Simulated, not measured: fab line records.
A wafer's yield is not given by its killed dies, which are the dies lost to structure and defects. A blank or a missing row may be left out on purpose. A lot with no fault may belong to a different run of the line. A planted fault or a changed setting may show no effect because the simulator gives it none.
Which tool was responsible? ; flow sfq line ; at 1 step of a route of 325, 14 lots with 42 wafers sampled

WHAT EACH GAUGE READ, for each wafer
The record holds no reading of a measuring or inspecting step that can be judged against a usual standard deviation.

WHICH TOOL RAN EACH LOT (tool, then ch and the chambers of the sampled wafers, then the start)
lot;SFQ_TRILAYER_I4_VIA_LITHO_PEB_106
L731;litho track-01 ch 0, day 43 14:15
L733;litho track-04 ch 0, day 50 06:57
L734;litho track-04 ch 0, day 51 04:47
L738;litho track-03 ch 0, day 52 11:59
L739;litho track-03 ch 0, day 52 19:09
L740;litho track-01 ch 0, day 52 23:57
L741;litho track-04 ch 0, day 53 19:21
L744;litho track-01 ch 0, day 54 08:32
L745;litho track-01 ch 0, day 54 14:29
L746;litho track-04 ch 0, day 55 01:02
L747;litho track-01 ch 0, day 55 02:14
L748;litho track-04 ch 0, day 55 05:50
L753;litho track-03 ch 0, day 57 10:53
L754;litho track-04 ch 0, day 58 02:29
- SFQ_TRILAYER_I4_VIA_LITHO_PEB_106: peb time 60 s.

AS READ BY THE TOOLS THEMSELVES (means over the sampled wafers that have a number; for cases with no such wafer, the mark the record gives instead)
SFQ_TRILAYER_I4_VIA_LITHO_PEB_106.
lot;tool;heater power total W (W)
L731;litho track-01;79.15
L733;litho track-04;79.15
L734;litho track-04;79.19
L738;litho track-03;79.22
L739;litho track-03;79.13
L740;litho track-01;79.17
L741;litho track-04;79.15
L744;litho track-01;79.14
L745;litho track-01;79.64
L746;litho track-04;79.15
L747;litho track-01;79.61
L748;litho track-04;79.18
L753;litho track-03;79.17
L754;litho track-04;79.22

THE ANSWER, worked out from the rows above alone
Rule: the usual values come from the lots themselves. The widest of any qualifying gaps counts: lots, ordered by their means at a reading, are off when they make up no more than a third of the lots, leave a main group of 4 or more, and stand apart from it by 3 or more times the standard deviation of that group's means. A main group is skipped when, at the precision printed for the reading in the tables above, its means are all equal. Also off: a lot with no number at a reading for which 4 or more lots have one. Any other lot the step has rows for is counted as sound. The gauges are gone through in route order, then the tools' own readings, and for those a lot's mean is taken as printed above. The first step at which some lot is off is used, and at that step the reading that is off furthest; a lot without a number counts as furthest.
Off: L745, L747, at SFQ_TRILAYER_I4_VIA_LITHO_PEB_106 (heater power total W). The main group has a mean of 79.17 W with a standard deviation of 0.028.
If a tool, at that step or one of the process steps before it, ran each lot that is off and ran no sound lot following the first of them, it fits. One candidate fits, namely litho track-01 at SFQ_TRILAYER_I4_VIA_LITHO_PEB_106. A fault onset in the window from L744 (day 54 08:32, its last sound lot) to L745 (day 54 14:29, its first lot off) fits.
The tool's own readings at SFQ_TRILAYER_I4_VIA_LITHO_PEB_106 bear it out: on the lots that are off they differ by more than 5 times the standard deviation of the sound lots' means. heater power total W reads 79.62 W there against 79.17 W on the sound lots.

WHAT THE SIMULATOR HAD PUT IN
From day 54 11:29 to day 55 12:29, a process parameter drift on litho track-01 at SFQ_TRILAYER_I4_VIA_LITHO_PEB_106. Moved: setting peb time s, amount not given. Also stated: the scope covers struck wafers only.
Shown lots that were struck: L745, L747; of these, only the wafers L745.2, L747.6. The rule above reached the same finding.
